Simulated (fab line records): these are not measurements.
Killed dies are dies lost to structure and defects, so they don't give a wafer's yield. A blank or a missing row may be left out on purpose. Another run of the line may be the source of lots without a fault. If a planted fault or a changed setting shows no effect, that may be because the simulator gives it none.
The tool behind it: which one?	flow gf180mcu	Sampling: 13 lots, 39 wafers, 5 of 602 route steps

WHAT THE GAUGES SHOWED, per wafer
GF_VT_IMPLANT_TW_MEAS_43.
lot	measured	on	VT_IMPLANT_4_TW
L265	day 7 14:34	film-metro-02	695 700 698
L267	day 8 04:10	film-metro-02	703 702 704
L268	day 8 08:59	film-metro-04	687 682 680
L269	day 8 17:46	film-metro-02	699 700 694
L270	day 8 23:38	film-metro-04	681 681 683
L272	day 9 13:07	film-metro-04	683 681 683
L273	day 9 21:43	film-metro-04	685 679 678
L276	day 10 15:05	film-metro-02	695 691 694
L277	day 10 22:22	film-metro-02	698 698 697
L281	day 12 01:38	film-metro-02	697 699 698
L282	day 12 14:47	film-metro-04	684 682 682
L284	day 13 01:44	film-metro-03	693 691 695
L287	day 13 18:53	film-metro-03	694 695 696

GF_HV_LDD_TW_MEAS_23.
lot	measured	on	HV_LDD_2_TW
L265	day 10 21:33	film-metro-04	1039 1042 1044
L267	day 11 11:45	film-metro-04	1044 1044 1045
L268	day 11 17:24	film-metro-01	1057 1061 1062
L269	day 12 05:47	film-metro-03	1050 1050 1054
L270	day 12 08:19	film-metro-01	1053 1057 1059
L272	day 13 02:09	film-metro-01	1061 1057 1060
L273	day 13 10:03	film-metro-03	1059 1059 1057
L276	day 14 04:58	film-metro-01	1065 1064 1059
L277	day 14 15:18	film-metro-04	1044 1040 1043
L281	day 16 02:13	film-metro-04	917 916 918 920 920 923
L282	day 16 17:52	film-metro-01	935 935 934 939 930 935
L284	day 17 10:32	film-metro-03	1054 1062 1053
L287	day 17 21:12	film-metro-04	1039 1043 1040

GF_HV_LDD_CD_MEAS_31: the cd target is 400 nm.
lot	measured	on	cd-nm (nm)
L265	day 11 15:45	cd-sem-02	401.4 398.3 398.6
L267	day 12 07:06	cd-sem-01	402.7 402.3 403.7
L268	day 12 12:42	cd-sem-01	399.7 400.5 402.6
L269	day 13 01:01	cd-sem-01	400.0 401.7 398.0
L270	day 13 04:13	cd-sem-02	400.1 401.9 401.4
L272	day 13 22:03	cd-sem-01	402.6 401.9 401.5
L273	day 14 06:45	cd-sem-02	396.7 397.1 396.5
L276	day 15 00:56	cd-sem-02	403.8 401.5 401.6
L277	day 15 12:04	cd-sem-01	405.8 402.6 402.5
L281	day 17 00:13	cd-sem-01	400.1 400.8 400.6
L282	day 17 14:56	cd-sem-02	401.4 402.6 402.8
L284	day 18 09:04	cd-sem-02	398.2 396.8 397.7
L287	day 18 20:08	cd-sem-01	400.5 400.1 399.8

WHAT TOOL EACH LOT RAN ON (gives the tool, then ch and the chambers of the sampled wafers, and finally the start)
lot	GF_HV_LDD_IMPLANT_21	GF_HV_LDD_STRIP_22
L265	implanter-02 ch 0, day 10 21:18	plasma-asher-04 ch 0,1, day 10 21:27
L267	implanter-02 ch 0, day 11 11:30	plasma-asher-04 ch 0,1, day 11 11:39
L268	implanter-03 ch 0, day 11 17:09	plasma-asher-04 ch 0,1, day 11 17:18
L269	implanter-02 ch 0, day 12 05:32	plasma-asher-04 ch 0,1, day 12 05:41
L270	implanter-01 ch 0, day 12 08:04	plasma-asher-01 ch 0,1, day 12 08:13
L272	implanter-03 ch 0, day 13 01:54	plasma-asher-04 ch 0,1, day 13 02:03
L273	implanter-03 ch 0, day 13 09:48	plasma-asher-04 ch 0,1, day 13 09:57
L276	implanter-03 ch 0, day 14 04:44	plasma-asher-01 ch 0,1, day 14 04:52
L277	implanter-03 ch 0, day 14 15:03	plasma-asher-04 ch 0,1, day 14 15:12
L281	implanter-03 ch 0, day 16 01:59	plasma-asher-01 ch 0,1, day 16 02:07
L282	implanter-03 ch 0, day 16 17:37	plasma-asher-04 ch 0,1, day 16 17:46
L284	implanter-01 ch 0, day 17 10:18	plasma-asher-04 ch 0,1, day 17 10:26
L287	implanter-01 ch 0, day 17 20:59	plasma-asher-03 ch 0,1, day 17 21:07
- GF_HV_LDD_IMPLANT_21
- GF_HV_LDD_STRIP_22: strips in O2/N2.

WHAT THE TOOLS THEMSELVES READ (means of the sampled wafers that have a number; where no wafer has one, the mark that the record gives instead)
GF_HV_LDD_IMPLANT_21.
lot	tool	beam-energy-keV	end-station-pressure-torr (Torr)
L265	implanter-02	25.004	5.12e-06
L267	implanter-02	25.012	5.09e-06
L268	implanter-03	25.003	5.50e-06
L269	implanter-02	25.004	5.46e-06
L270	implanter-01	25.015	5.23e-06
L272	implanter-03	25.004	4.95e-06
L273	implanter-03	24.991	5.11e-06
L276	implanter-03	24.994	5.18e-06
L277	implanter-03	24.995	5.28e-06
L281	implanter-03	16.133	5.00e-06
L282	implanter-03	16.122	5.21e-06
L284	implanter-01	24.990	5.28e-06
L287	implanter-01	25.012	5.19e-06

GF_HV_LDD_STRIP_22.
lot	tool	drypump-motor-current-A (A)	heater-power-w (W)	n2-flow-sccm (sccm)	oes-product-au (a.u.)	strip-time-to-endpoint-s (s)
L265	plasma-asher-04	5.97	332	299.5	0.718	12.624
L267	plasma-asher-04	6.09	324	300.7	0.715	12.680
L268	plasma-asher-04	5.98	336	301.0	0.718	12.613
L269	plasma-asher-04	5.96	331	299.9	0.713	12.637
L270	plasma-asher-01	5.68	313	300.8	0.716	12.634
L272	plasma-asher-04	5.98	339	301.0	0.723	12.587
L273	plasma-asher-04	5.97	333	299.3	0.716	12.657
L276	plasma-asher-01	5.68	319	299.8	0.714	12.589
L277	plasma-asher-04	5.98	337	300.0	0.713	12.620
L281	plasma-asher-01	5.70	322	300.5	0.721	12.614
L282	plasma-asher-04	5.96	335	300.3	0.715	12.639
L284	plasma-asher-04	6.09	323	300.1	0.713	12.610
L287	plasma-asher-03	6.14	369	299.1	0.714	12.654

THE ANSWER, worked out from the rows above alone
Rule: usual is defined by the lots themselves. Put in order of their means at a reading, lots are off if they are a third of the lots or fewer, leave a main group of 4 or more, and stand apart from it by a gap of 3 or more times the standard deviation of the main group's means; of several such gaps the widest counts. A main group is skipped when, at the precision printed for the reading in the tables above, its means are all equal. Also off: a lot with no number at a reading for which 4 or more lots have one. Any other lot the step has rows for is counted as sound. Order of review: gauges by route order, followed by the tools' own readings, for which a lot's mean as printed above is used. At the first step where some lot is off, the reading lying furthest off is the one used; lots without a number count as furthest.
Off: L281, L282, seen at GF_HV_LDD_TW_MEAS_23 (HV_LDD_2_TW). The main group: mean 1052, standard deviation 8.
If a tool, at a process step before that reading, ran all the lots that are off and no sound lot after the first of them, it fits. Not tried: the gauges at GF_HV_LDD_TW_MEAS_23; whatever is off there is also off at GF_HV_LDD_IMPLANT_21, on other tools, and gauge error can't account for it. One candidate fits, namely implanter-03 at GF_HV_LDD_IMPLANT_21. A fault onset in the window from L277 (day 14 15:03, its last sound lot) to L281 (day 16 01:59, its first lot off) fits.
The tool's own readings at GF_HV_LDD_IMPLANT_21 bear it out: on the lots that are off they differ by more than 5 times the standard deviation of the sound lots' means. beam-energy-keV reads 16.127 there against 25.002 on the sound lots.

WHAT THE SIMULATOR PUT IN
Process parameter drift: implanter-03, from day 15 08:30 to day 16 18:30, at GF_HV_LDD_IMPLANT_21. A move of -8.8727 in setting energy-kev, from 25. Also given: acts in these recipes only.
Struck lots among those shown: L281, L282. The rule above found the same.
